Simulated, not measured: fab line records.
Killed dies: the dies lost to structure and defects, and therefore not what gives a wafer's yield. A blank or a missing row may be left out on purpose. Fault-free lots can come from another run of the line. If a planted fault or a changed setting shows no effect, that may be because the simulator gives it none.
fab line records	flow sky130
[record] lots = 7	wafers = 21	lastDay = 50
route steps=708 shown VIA4@648 PAD_OPEN@708
lots untouched by any fault: they come from a run of this same line in which no faults occurred
startH: hours from the record's opening day to when the first of the lot's shown wafers began	waitH: time in hours since the lot's previous step	" the same as in the row above	L1.1+2: one row covering several wafers at once	- no value, or no start was given	* or withheld: withheld	< > ~ a bound
route shown NAME@n: a module of which the file shows steps, and the number in the route of the first	usual: the fault-free wafers' mean and standard deviation	same: alike in all rows	chamber/n: place in a boat	sites: readings site by site	_std_site: standard deviation of those values	_edge_site: inner sites' mean taken away from outer sites' mean	radiusMm: for every site, how far away it sits from the centre of the wafer	mask NAME#n: copy n	behind: tool/chamber where the wafer was last shaped	hold: reason for holding the lot/hours on hold/outcome of the hold	device: names the non-switching transistor (n, p or np)	end of line: tests of these same wafers at the route's end	a step with no rows: only its recipe	killed: dies lost to structure and defects at the first sort, not the wafer's yield	map: a wafer's dies, marking killed ones x, the rest . and places with no die _
set.NAME: the run value of the setting; set.NAME@STEP: its run value at that earlier step	model.NAME: the simulator's own value behind a step, which no gauge read
certain route steps with their lots: each step a table, each wafer a row
services: the hour from which a tool's chamber was out of use, counted from the record's first day as startH (under 0 if before that day), plus the number of hours and why
[[steps]]
[step SKY_VIA4_PEB_09]
[recipe] tempC = withheld	timeS = *	resist = NOVOLAK
[step SKY_VIA4_DEVELOP_10]
[recipe] resist = NOVOLAK	developer = TMAH	developTimeS = 60	devTempC = 23.76
[step SKY_VIA4_OVL_MEAS_11]
[usual] VIA4_OVL = -0.6/1.3
lot.wafer	tool	chamber	startH	waitH	VIA4_OVL[nm]
L288.3	overlay-01	-	1008.07	0.1	-1.2
L288.4	"	-	"	"	-3.5
L288.5	"	-	"	"	-2.3
L295.1	overlay-02	-	1053.01	0.1	1.4
L295.2	"	-	"	"	1.3
L295.3	"	-	"	"	0.8
L296.1	overlay-01	-	1054.11	0.1	1.9
L296.5	"	-	"	"	0.0
L296.6	"	-	"	"	0.8
L297.2	overlay-01	-	1063.43	0.1	-2.2
L297.3	"	-	"	"	-0.2
L297.5	"	-	"	"	-0.9
L304.1	overlay-01	-	1111.76	0.1	0.1
L304.4	"	-	"	"	-0.5
L304.5	"	-	"	"	-1.0
L305.3	overlay-02	-	1113.23	0.1	0.0
L305.4	"	-	"	"	-1.0
L305.5	"	-	"	"	-1.9
L310.1	overlay-01	-	1146.23	0.1	-0.7
L310.2	"	-	"	"	-1.2
L310.6	"	-	"	"	0.6
[step SKY_VIA4_ETCH_12]
[recipe] target = SiO2	chemistry = C4F8/O2/Ar	stopOn = TiN	maskMaterial = NOVOLAK	sourceW = 1500	biasW = 1200	pressureMtorr = 40	c4f8FlowSccm = withheld	O2_flow_sccm = 6	Ar_flow_sccm = 300	timeS = withheld	targetDepthA = 5800
[usual] oesProductAu = 0.926/0.0045
lot.wafer	tool	chamber	startH	waitH	oesProductAu
L288.3	rieDiel-04	3	1008.09	0.0	0.922
L288.4	"	0	"	"	0.919
L288.5	"	1	"	"	0.933
L295.1	rieDiel-01	1	1053.04	0.0	0.929
L295.2	"	0	"	"	0.921
L295.3	"	3	"	"	0.935
L296.1	rieDiel-04	0	1054.15	0.0	0.922
L296.5	"	0	"	"	0.923
L296.6	"	3	"	"	0.929
L297.2	rieDiel-04	1	1063.46	0.0	0.928
L297.3	"	3	"	"	0.927
L297.5	"	1	"	"	0.925
L304.1	rieDiel-04	3	1111.80	0.0	0.925
L304.4	"	1	"	"	0.929
L304.5	"	1	"	"	0.926
L305.3	rieDiel-02	1	1113.25	0.0	0.925
L305.4	"	0	"	"	0.925
L305.5	"	0	"	"	0.923
L310.1	rieDiel-01	3	1146.26	0.0	0.927
L310.2	"	0	"	"	0.925
L310.6	"	3	"	"	0.924
[step SKY_VIA4_STRIP_13]
[recipe] chemistry = O2/N2	powerW = 1400	pressureMtorr = 1500	platenTempC = withheld	o2FlowSccm = 3000	n2FlowSccm = 300	overashFraction = 0.5
[usual] drypumpMotorCurrentA = 5.77/0.19	o2FlowSccm = 2999/8.5	oesProductAu = 0.710/0.0042	stripTimeToEndpointS = 12.80/0.03
lot.wafer	tool	chamber	startH	waitH	drypumpMotorCurrentA	o2FlowSccm	oesProductAu	rfHoursCounterH	stripTimeToEndpointS
L288.3	plasmaAsher-01	0	1008.20	-	5.97	2995	0.718	-	12.77
L288.4	"	1	"	"	5.75	2986	0.723	-	12.78
L288.5	"	0	"	"	5.99	2988	0.708	-	12.78
L295.1	plasmaAsher-04	0	1053.12	-	5.64	2987	0.705	32	12.80
L295.2	"	1	"	"	5.71	2997	0.717	32	12.79
L295.3	"	0	"	"	5.65	3007	0.706	-	12.76
L296.1	plasmaAsher-01	1	1054.22	-	5.74	3001	0.705	119	12.79
L296.5	"	1	"	"	5.74	2998	0.714	-	12.77
L296.6	"	0	"	"	6.00	2989	0.710	-	12.79
L297.2	plasmaAsher-04	1	1063.54	-	5.69	2996	0.706	34	12.77
L297.3	"	1	"	"	5.70	2978	0.716	-	12.80
L297.5	"	0	"	"	5.64	2999	0.708	-	12.78
L304.1	plasmaAsher-04	0	1111.87	-	5.63	3006	0.712	38	12.79
L304.4	"	0	"	"	5.65	2998	0.713	-	12.74
L304.5	"	0	"	"	5.65	2995	0.713	-	12.75
L305.3	plasmaAsher-04	1	1113.36	-	5.67	2991	0.714	-	12.79
L305.4	"	0	"	"	5.61	3007	0.713	-	12.76
L305.5	"	1	"	"	5.68	3002	0.709	-	12.84
L310.1	plasmaAsher-01	0	1146.37	-	5.99	3013	0.708	7	12.77
L310.2	"	1	"	"	5.72	3013	0.712	7	12.81
L310.6	"	0	"	"	5.99	3009	0.706	-	12.80
[step SKY_VIA4_STRIP_14]
[recipe] chemistry = postEtchResidueRemover	timeS = 1200	tempC = 72.5
[step SKY_VIA4_CLEAN_15]
[recipe] chemistry = IPA	timeS = 180	tempC = 25
[step SKY_VIA4_CLEAN_16]
[recipe] chemistry = O3/DIW	dry = n2Spin
[step SKY_VIA4_SPUTTER_17]
[recipe] material = TiN	targetThkNm = 20	chamberPressurePa = 5	powerW = 4000	timeS = 80
[usual] throttleValvePct = 30.2/1.2
lot.wafer	tool	chamber	startH	waitH	throttleValvePct
L288.3	pvdSputter-03	-	1008.76	0.0	30.8
L288.4	"	-	"	"	29.3
L288.5	"	-	"	"	31.7
L295.1	pvdSputter-04	-	1053.71	0.0	29.2
L295.2	"	-	"	"	30.4
L295.3	"	-	"	"	31.2
L296.1	pvdSputter-03	-	1054.81	0.0	31.8
L296.5	"	-	"	"	30.5
L296.6	"	-	"	"	29.3
L297.2	pvdSputter-02	-	1064.17	0.0	29.7
L297.3	"	-	"	"	32.4
L297.5	"	-	"	"	29.7
L304.1	pvdSputter-03	-	1112.54	0.0	30.8
L304.4	"	-	"	"	29.1
L304.5	"	-	"	"	29.1
L305.3	pvdSputter-03	-	1113.92	0.0	29.3
L305.4	"	-	"	"	31.4
L305.5	"	-	"	"	31.5
L310.1	pvdSputter-02	-	1147.01	0.0	28.3
L310.2	"	-	"	"	30.1
L310.6	"	-	"	"	30.1
[step SKY_VIA4_CVD_18]
[recipe] material = W	targetThkNm = 505	timeS = 152.14	tempC = 400	pressureTorr = 40
[usual] heaterPowerW = 870/100
lot.wafer	tool	chamber	startH	waitH	heaterPowerW
L288.3	cvdW-01	1	1008.87	0.1	993
L288.4	"	0	"	"	848
L288.5	"	0	"	"	834
L295.1	cvdW-02	1	1053.77	0.0	888
L295.2	"	0	"	"	709
L295.3	"	0	"	"	694
L296.1	cvdW-01	0	1054.88	0.0	829
L296.5	"	1	"	"	984
L296.6	"	0	"	"	851
L297.2	cvdW-02	0	1064.23	0.0	688
L297.3	"	1	"	"	901
L297.5	"	1	"	"	901
L304.1	cvdW-01	1	1112.60	0.0	973
L304.4	"	1	"	"	969
L304.5	"	1	"	"	1001
L305.3	cvdW-02	0	1114.03	0.1	715
L305.4	"	1	"	"	902
L305.5	"	1	"	"	895
L310.1	cvdW-01	0	1147.07	0.0	839
L310.2	"	1	"	"	984
L310.6	"	1	"	"	983
[step SKY_VIA4_RS_MEAS_19]
[recipe] thkMeasGauge = four-point-probe	reads = W_of_VIA4_CVD_18+TiN_of_VIA4_SPUTTER_17
[usual] VIA4_W_RS = 0.2247/0.0019
lot.wafer	tool	chamber	startH	waitH	VIA4_W_RS[ohm/sq]
L288.3	filmMetro-04	-	1009.01	0.1	0.2235
L288.4	"	-	"	"	0.2237
L288.5	"	-	"	"	0.2271
L295.1	filmMetro-04	-	1053.92	0.1	0.2225
L295.2	"	-	"	"	0.2256
L295.3	"	-	"	"	0.2238
L296.1	filmMetro-03	-	1055.03	0.1	0.2253
L296.5	"	-	"	"	0.2268
L296.6	"	-	"	"	0.2236
L297.2	filmMetro-04	-	1064.40	0.1	0.2254
L297.3	"	-	"	"	0.2282
L297.5	"	-	"	"	0.2266
L304.1	filmMetro-01	-	1112.75	0.1	0.2261
L304.4	"	-	"	"	0.2255
L304.5	"	-	"	"	0.2244
L305.3	filmMetro-04	-	1114.17	0.1	0.2275
L305.4	"	-	"	"	0.2253
L305.5	"	-	"	"	0.2272
L310.1	filmMetro-04	-	1147.22	0.1	0.2196
L310.2	"	-	"	"	0.2257
L310.6	"	-	"	"	0.2235
[step SKY_VIA4_THK_MEAS_20]
[recipe] thkMeasGauge = xrf	reads = W_of_VIA4_CVD_18
[usual] VIA4_W_THK = 509/6.2
lot.wafer	tool	chamber	startH	waitH	VIA4_W_THK[nm]
L288.3	filmMetro-04	-	1009.11	0.1	512
L288.4	"	-	"	"	512
L288.5	"	-	"	"	505
L295.1	filmMetro-04	-	1054.04	0.1	508
L295.2	"	-	"	"	504
L295.3	"	-	"	"	503
L296.1	filmMetro-03	-	1055.15	0.1	504
L296.5	"	-	"	"	504
L296.6	"	-	"	"	507
L297.2	filmMetro-04	-	1064.51	0.1	500
L297.3	"	-	"	"	497
L297.5	"	-	"	"	499
L304.1	filmMetro-01	-	1112.87	0.1	515
L304.4	"	-	"	"	519
L304.5	"	-	"	"	517
L305.3	filmMetro-04	-	1114.27	0.1	501
L305.4	"	-	"	"	509
L305.5	"	-	"	"	505
L310.1	filmMetro-04	-	1147.34	0.1	521
L310.2	"	-	"	"	513
L310.6	"	-	"	"	514
[step SKY_VIA4_CMP_21]
[recipe] stopOn = SiO2	tOverpolishS = 25	downForcePsi = 3.5	platenRpm = 60	targetThkNm = 0	padVelocityMS = 0.94248
[usual] edgeZonePressureFrac = 1.000/0.0051	headPressurePsi = 3.500/0.0071	motorCurrentA = 11.6/1.1	overpolishRunS = 25.001/0.0094	timeToEndpointS = 125/4.8
lot.wafer	tool	chamber	startH	waitH	edgeZonePressureFrac	headPressurePsi	motorCurrentA	overpolishRunS	timeToEndpointS	model.W_of_VIA4_CVD_18.thkNm	model.SiO2_of_VIA4_HDPCVD_00.thkNm
L288.3	cmp-01	1	1009.20	0.1	0.997	3.498	11.5	24.996	128	0	577.5
L288.4	"	2	"	"	0.999	3.511	14.0	25.007	127	0	574.3
L288.5	"	1	"	"	1.002	3.511	11.5	25.005	124	0	575.7
L295.2	cmp-02	0	1054.10	0.0	-	-	-	-	-	507.6	580.6
L295.3	"	1	"	"	-	-	-	-	-	511.1	580.9
L295.1	"	2	"	"	-	-	-	-	-	514	579.5
L296.1	cmp-02	3	1055.26	0.1	-	-	-	-	-	507.4	579.4
L296.5	"	2	"	"	-	-	-	-	-	504.3	578.3
L296.6	"	3	"	"	-	-	-	-	-	510.4	578.9
L297.2	cmp-02	0	1064.61	0.1	-	-	-	-	-	507.3	577.3
L297.3	"	1	"	"	-	-	-	-	-	500.6	581
L297.5	"	3	"	"	-	-	-	-	-	504.1	578.8
L304.1	cmp-01	0	1112.93	0.1	0.993	3.495	10.0	24.990	128	0	574.9
L304.4	"	3	"	"	0.991	3.502	11.1	25.010	130	0	576.1
L304.5	"	0	"	"	0.997	3.477	9.6	24.995	127	0	573.8
L305.3	cmp-02	1	1114.43	0.2	1.003	3.499	12.2	24.999	122	0	571.7
L305.4	"	2	"	"	1.001	3.499	11.5	25.008	115	0	575.5
L305.5	"	2	"	"	1.005	3.499	11.7	25.005	112	0	575.4
L310.2	cmp-02	0	1147.45	0.1	0.996	3.498	10.9	24.989	123	0	575.6
L310.1	"	1	"	"	0.992	3.504	12.4	24.993	126	0	576.1
L310.6	"	3	"	"	0.997	3.489	13.1	25.010	132	0	574
[step SKY_PAD_OPEN_PROBE_99]
[usual] defectLimitedYield = 82.6/2	killed_at_M0_to_M3 = 43/7.1	killed_at_M4_up = 3.0/1.9	killedAtContacts = 24/5	killedAtFrontEnd = 15/4.3	killedAtOther = 0.3/0.5	killedDies = 85/9.6	killedOnRim = 17/4.3	killedOpen = 46/7.1	killedShort = 39/6.8	sort_bin_3_pad_short = 0.9/0.42	sort_bin_5_function = 10.2/1.4	sort_bin_6_memory = 6.3/1.2	sortNPass = 407/9.6	sortYieldPct = 82.6/2
[same] grossDies = 492	killedAtBackSide = 0	sort_bin_4_leakage[%] = 0	sort_bin_8_speed[%] = 0
lot.wafer	tool	chamber	startH	waitH	hold	defectLimitedYield[%]	killed_at_M0_to_M3	killed_at_M4_up	killedAtContacts	killedAtFrontEnd	killedAtOther	killedDies	killedOnRim	killedOpen	killedShort	sort_bin_3_pad_short[%]	sort_bin_5_function[%]	sort_bin_6_memory[%]	sortNPass	sortYieldPct[%]
L288.3	prober-01	-	1078.02	0.2	-	80.9	45	4	29	16	0	94	21	44	50	1.8	11.6	5.7	398	80.9
L288.4	prober-01	-	1078.07	0.2	-	83.1	33	2	31	16	1	83	17	46	37	0.8	9.3	6.7	409	83.1
L288.5	prober-01	-	1078.12	0.2	-	85.4	37	3	18	14	0	72	19	45	27	0.4	9.8	4.5	420	85.4
L295.1	prober-02	-	1122.48	2.7	awaitDispo/1.9h/scrap	0	43	403	27	19	0	492	96	51	40	82.3	12.8	4.9	0	0
L295.2	prober-02	-	1122.53	2.8	awaitDispo/1.9h/scrap	0	52	390	31	19	0	492	96	52	55	79.1	13.2	7.7	0	0
L295.3	prober-02	-	1122.58	2.8	awaitDispo/1.9h/scrap	0	40	425	17	10	0	492	96	38	32	85.8	9.3	4.9	0	0
L296.1	prober-01	-	1127.36	6.4	awaitDispo/1.7h/scrap	0	53	404	17	18	0	492	96	37	54	81.9	11.4	6.7	0	0
L296.5	prober-01	-	1127.56	6.5	awaitDispo/1.7h/scrap	0	52	397	14	29	0	492	96	59	36	81.3	13.0	5.7	0	0
L296.6	prober-01	-	1127.61	6.5	awaitDispo/1.7h/scrap	0	49	399	21	23	0	492	96	51	44	82.3	9.6	8.1	0	0
L297.2	prober-02	-	1131.15	1.6	awaitDispo/5.5h/scrap	0	38	415	28	11	0	492	96	42	42	83.9	10.6	5.5	0	0
L297.3	prober-02	-	1131.20	1.6	awaitDispo/5.5h/scrap	0	43	427	11	11	0	492	96	35	33	87.6	7.1	5.3	0	0
L297.5	prober-02	-	1131.30	1.7	awaitDispo/5.5h/scrap	0	32	412	27	20	1	492	96	38	49	82.9	8.9	8.1	0	0
L304.1	prober-01	-	1170.90	0.1	-	81.7	53	5	15	16	1	90	16	43	47	1.2	10.6	6.5	402	81.7
L304.4	prober-01	-	1171.05	0.2	-	86.8	37	2	14	12	0	65	11	30	35	0.6	7.1	5.5	427	86.8
L304.5	prober-01	-	1171.10	0.2	-	82.3	47	1	20	19	0	87	16	57	30	0.8	10.8	6.1	405	82.3
L305.3	prober-02	-	1172.20	0.2	-	82.7	30	5	30	19	1	85	15	44	41	0	10.0	7.3	407	82.7
L305.4	prober-02	-	1172.25	0.2	-	80.9	47	2	28	17	0	94	14	50	44	1.6	11.0	6.5	398	80.9
L305.5	prober-02	-	1172.30	0.2	-	82.3	42	5	30	10	0	87	16	46	41	1.2	9.8	6.7	405	82.3
L310.1	prober-02	-	1198.73	0.1	-	87.2	34	7	12	10	0	63	8	33	30	0.8	8.1	3.9	429	87.2
L310.2	prober-02	-	1198.78	0.1	-	81.7	44	2	22	21	1	90	21	53	37	1.4	9.1	7.7	402	81.7
L310.6	prober-02	-	1198.98	0.2	-	84.8	44	1	21	9	0	75	21	37	38	0.4	10.4	4.5	417	84.8
// killed by level:class
L288.3 VIA1:geometricParticle:open=13 CONTACT:geometricParticle:short=8 VIA1:geometricParticle:short=8 FIELD_ISO:geometricParticle:short=7 LI_CONTACT:geometricParticle:open=7 LOCAL_INTERCONNECT:geometricParticle:short=7 VIA2:geometricParticle:open=7 METAL1:geometricParticle:short=5
L288.4 CONTACT:geometricParticle:open=13 VIA1:geometricParticle:open=9 FIELD_ISO:geometricParticle:short=6 LI_CONTACT:geometricParticle:open=6 VIA3:geometricParticle:open=5 FIELD_ISO:geometricParticle:open=4 LI_CONTACT:geometricParticle:short=4 LOCAL_INTERCONNECT:geometricParticle:short=4
L288.5 VIA3:geometricParticle:open=10 VIA1:geometricParticle:open=8 CONTACT:geometricParticle:open=6 VIA2:geometricParticle:open=6 LI_CONTACT:geometricParticle:open=5 FIELD_ISO:geometricParticle:open=3 FIELD_ISO:geometricParticle:short=3 POLY_GATE:geometricParticle:short=3
L295.1 VIA4:areaCmp=401 VIA1:geometricParticle:open=12 CONTACT:geometricParticle:open=9 CONTACT:geometricParticle:short=7 METAL2:geometricParticle:short=6 VIA2:geometricParticle:short=6 VIA3:geometricParticle:open=6 POLY_GATE:geometricParticle:open=5
L295.2 VIA4:areaCmp=385 VIA1:geometricParticle:open=13 VIA3:geometricParticle:open=12 LOCAL_INTERCONNECT:geometricParticle:short=10 LI_CONTACT:geometricParticle:open=8 VIA1:geometricParticle:short=7 FIELD_ISO:geometricParticle:short=6 POLY_GATE:geometricParticle:short=6
L295.3 VIA4:areaCmp=422 VIA1:geometricParticle:open=13 CONTACT:geometricParticle:open=7 METAL2:geometricParticle:short=7 FIELD_ISO:geometricParticle:short=5 LI_CONTACT:geometricParticle:open=5 CONTACT:geometricParticle:short=4 METAL1:geometricParticle:short=3
L296.1 VIA4:areaCmp=401 VIA1:geometricParticle:open=11 VIA1:geometricParticle:short=9 FIELD_ISO:geometricParticle:short=6 METAL2:geometricParticle:short=6 POLY_GATE:geometricParticle:short=5 LOCAL_INTERCONNECT:geometricParticle:short=5 VIA2:geometricParticle:open=5
L296.5 VIA4:areaCmp=397 VIA1:geometricParticle:open=12 FIELD_ISO:geometricParticle:open=10 VIA2:geometricParticle:open=7 POLY_GATE:geometricParticle:open=7 METAL2:geometricParticle:short=7 VIA3:geometricParticle:open=7 CONTACT:geometricParticle:open=6
L296.6 VIA4:areaCmp=397 VIA1:geometricParticle:open=13 CONTACT:geometricParticle:open=10 FIELD_ISO:geometricParticle:short=8 METAL1:geometricParticle:short=7 FIELD_ISO:geometricParticle:open=6 VIA1:geometricParticle:short=6 METAL2:geometricParticle:short=6
L297.2 VIA4:areaCmp=408 CONTACT:geometricParticle:open=12 VIA1:geometricParticle:short=9 VIA1:geometricParticle:open=7 LI_CONTACT:geometricParticle:open=6 LI_CONTACT:geometricParticle:short=5 VIA2:geometricParticle:open=5 METAL4:geometricParticle:short=5
L297.3 VIA4:areaCmp=424 VIA1:geometricParticle:open=7 CONTACT:geometricParticle:open=6 VIA1:geometricParticle:short=6 VIA3:geometricParticle:short=5 VIA2:geometricParticle:open=5 VIA3:geometricParticle:open=5 METAL1:geometricParticle:short=4
L297.5 VIA4:areaCmp=405 FIELD_ISO:geometricParticle:short=9 CONTACT:geometricParticle:open=9 LOCAL_INTERCONNECT:geometricParticle:short=7 METAL4:geometricParticle:short=7 METAL1:geometricParticle:short=6 VIA1:geometricParticle:open=6 METAL2:geometricParticle:short=6
L304.1 VIA1:geometricParticle:open=13 METAL1:geometricParticle:short=9 CONTACT:geometricParticle:open=8 VIA1:geometricParticle:short=7 VIA2:geometricParticle:open=6 VIA3:geometricParticle:short=6 POLY_GATE:geometricParticle:short=5 LOCAL_INTERCONNECT:geometricParticle:short=5
L304.4 VIA1:geometricParticle:open=9 FIELD_ISO:geometricParticle:short=5 METAL2:geometricParticle:short=5 VIA1:geometricParticle:short=5 CONTACT:geometricParticle:open=4 METAL1:geometricParticle:open=4 LI_CONTACT:geometricParticle:open=3 CONTACT:geometricParticle:short=3
L304.5 VIA1:geometricParticle:open=15 CONTACT:geometricParticle:open=10 POLY_GATE:geometricParticle:open=9 METAL1:geometricParticle:short=8 VIA2:geometricParticle:open=8 VIA1:geometricParticle:short=6 FIELD_ISO:geometricParticle:open=5 VIA3:geometricParticle:open=5
L305.3 CONTACT:geometricParticle:open=12 METAL2:geometricParticle:short=8 FIELD_ISO:geometricParticle:short=7 LI_CONTACT:geometricParticle:open=6 FIELD_ISO:geometricParticle:open=5 CONTACT:geometricParticle:short=5 VIA2:geometricParticle:open=5 VIA3:geometricParticle:open=5
L305.4 CONTACT:geometricParticle:open=10 CONTACT:geometricParticle:short=7 POLY_GATE:geometricParticle:open=7 VIA1:geometricParticle:open=7 LOCAL_INTERCONNECT:geometricParticle:short=6 VIA2:geometricParticle:open=6 VIA3:geometricParticle:open=6 METAL2:geometricParticle:short=5
L305.5 CONTACT:geometricParticle:open=14 LI_CONTACT:geometricParticle:open=8 VIA1:geometricParticle:open=7 METAL2:geometricParticle:short=7 METAL1:geometricParticle:short=6 METAL4:geometricParticle:short=5 VIA2:geometricParticle:open=5 VIA3:geometricParticle:short=5
L310.1 VIA3:geometricParticle:open=10 FIELD_ISO:geometricParticle:short=7 LI_CONTACT:geometricParticle:open=5 VIA1:geometricParticle:short=5 VIA2:geometricParticle:open=5 METAL4:geometricParticle:short=4 VIA1:geometricParticle:open=4 METAL2:geometricParticle:short=4
L310.2 VIA1:geometricParticle:open=15 CONTACT:geometricParticle:open=10 FIELD_ISO:geometricParticle:open=7 POLY_GATE:geometricParticle:short=6 VIA3:geometricParticle:open=5 CONTACT:geometricParticle:short=4 LI_CONTACT:geometricParticle:short=4 METAL2:geometricParticle:short=4
L310.6 VIA1:geometricParticle:open=12 CONTACT:geometricParticle:open=9 VIA1:geometricParticle:short=7 LOCAL_INTERCONNECT:geometricParticle:short=5 VIA2:geometricParticle:short=5 FIELD_ISO:geometricParticle:short=4 METAL1:geometricParticle:short=4 VIA3:geometricParticle:short=4
// map L295.1 (x killed, . not)
__________xxxxxxxxxx_________
________xxxxxxxxxxxxxx_______
______xxxxxxxxxxxxxxxxxx_____
_____xxxxxxxxxxxxxxxxxxxx____
____xxxxxxxxxxxxxxxxxxxxxx___
___xxxxxxxxxxxxxxxxxxxxxxxx__
__xxxxxxxxxxxxxxxxxxxxxxxxxx_
_xxxxxxxxxxxxxxxxxxxxxxxxxxxx
_xxxxxxxxxxxxxxxxxxxxxxxxxxxx
_xxxxxxxxxxxxxxxxxxxxxxxxxxxx
_xxxxxxxxxxxxxxxxxxxxxxxxxxxx
_xxxxxxxxxxxxxxxxxxxxxxxxxxxx
_xxxxxxxxxxxxxxxxxxxxxxxxxxxx
_xxxxxxxxxxxxxxxxxxxxxxxxxxxx
_xxxxxxxxxxxxxxxxxxxxxxxxxxxx
__xxxxxxxxxxxxxxxxxxxxxxxxxx_
___xxxxxxxxxxxxxxxxxxxxxxxx__
____xxxxxxxxxxxxxxxxxxxxxx___
_____xxxxxxxxxxxxxxxxxxxx____
______xxxxxxxxxxxxxxxxxx_____
________xxxxxxxxxxxxxx_______
__________xxxxxxxxxx_________
// map L296.1 (x killed, . not)
__________xxxxxxxxxx_________
________xxxxxxxxxxxxxx_______
______xxxxxxxxxxxxxxxxxx_____
_____xxxxxxxxxxxxxxxxxxxx____
____xxxxxxxxxxxxxxxxxxxxxx___
___xxxxxxxxxxxxxxxxxxxxxxxx__
__xxxxxxxxxxxxxxxxxxxxxxxxxx_
_xxxxxxxxxxxxxxxxxxxxxxxxxxxx
_xxxxxxxxxxxxxxxxxxxxxxxxxxxx
_xxxxxxxxxxxxxxxxxxxxxxxxxxxx
_xxxxxxxxxxxxxxxxxxxxxxxxxxxx
_xxxxxxxxxxxxxxxxxxxxxxxxxxxx
_xxxxxxxxxxxxxxxxxxxxxxxxxxxx
_xxxxxxxxxxxxxxxxxxxxxxxxxxxx
_xxxxxxxxxxxxxxxxxxxxxxxxxxxx
__xxxxxxxxxxxxxxxxxxxxxxxxxx_
___xxxxxxxxxxxxxxxxxxxxxxxx__
____xxxxxxxxxxxxxxxxxxxxxx___
_____xxxxxxxxxxxxxxxxxxxx____
______xxxxxxxxxxxxxxxxxx_____
________xxxxxxxxxxxxxx_______
__________xxxxxxxxxx_________
[[services]]
tool	chamber	startH	hours	kind
cmp-02	-	984.77	1.3	repair
rieDiel-01	2	992.17	2.5	repair
rieDiel-01	-	1014.83	4.3	pm
cvdW-02	1	1027.36	10.2	repair
rieDiel-02	-	1035.33	1.6	repair
rieDiel-04	0	1038.97	2.7	repair
cmp-02	-	1047.81	0.7	repair
cvdW-01	-	1048.42	1.5	repair
plasmaAsher-01	-	1055.25	9.0	pm
pvdSputter-02	-	1071.34	1.6	repair
rieDiel-02	-	1072.22	6.1	repair
rieDiel-01	2	1074.59	98.9	repair
cmp-01	-	1084.43	4.0	pm
rieDiel-04	-	1093.69	0.4	repair
cvdW-02	0	1097.62	9.0	repair
plasmaAsher-04	-	1101.57	0.6	repair
pvdSputter-03	-	1109.78	2.4	repair
cvdW-02	-	1115.38	2.8	pm
rieDiel-01	-	1118.92	2.8	pm
plasmaAsher-01	-	1120.22	2.8	pm
pvdSputter-03	-	1124.72	3.8	repair
cmp-02	-	1127.17	0.7	repair
cvdW-02	1	1128.38	20.2	repair
rieDiel-01	1	1136.12	17.9	repair
[[key]]
[firstSign] step = SKY_VIA4_CMP_21	reading = toolRecord	direction = missing
[effect] step = SKY_PAD_OPEN_PROBE_99	reading = killed_at_M4_up	direction = up	sigmas = 99+	usual = 3.0	struck = 408
[modelEffect] step = SKY_VIA4_CMP_21	value = W_of_VIA4_CVD_18.thkNm	without = 0	struck = 507.4
[moreKillsBornAt] SKY_VIA4_CMP_21@cmp-02 = 3640
metAt SKY_VIA4_CMP_21
struckWafers L295.1,L295.2,L295.3,L296.1,L296.5,L296.6,L297.2,L297.3,L297.5
laterRowsLeftOut L295.1,L295.2,L295.3,L296.1,L296.5,L296.6,L297.2,L297.3,L297.5
[fault] kind = skippedStepWhole	tool = cmp-02	chamber = -	onsetH = 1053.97	steps = SKY_VIA4_CMP_21	scope = struckLotsOnly
// laterRowsLeftOut: the simulator's readings of these wafers behind a module that went badly wrong aren't trusted and aren't shown, but for the sort
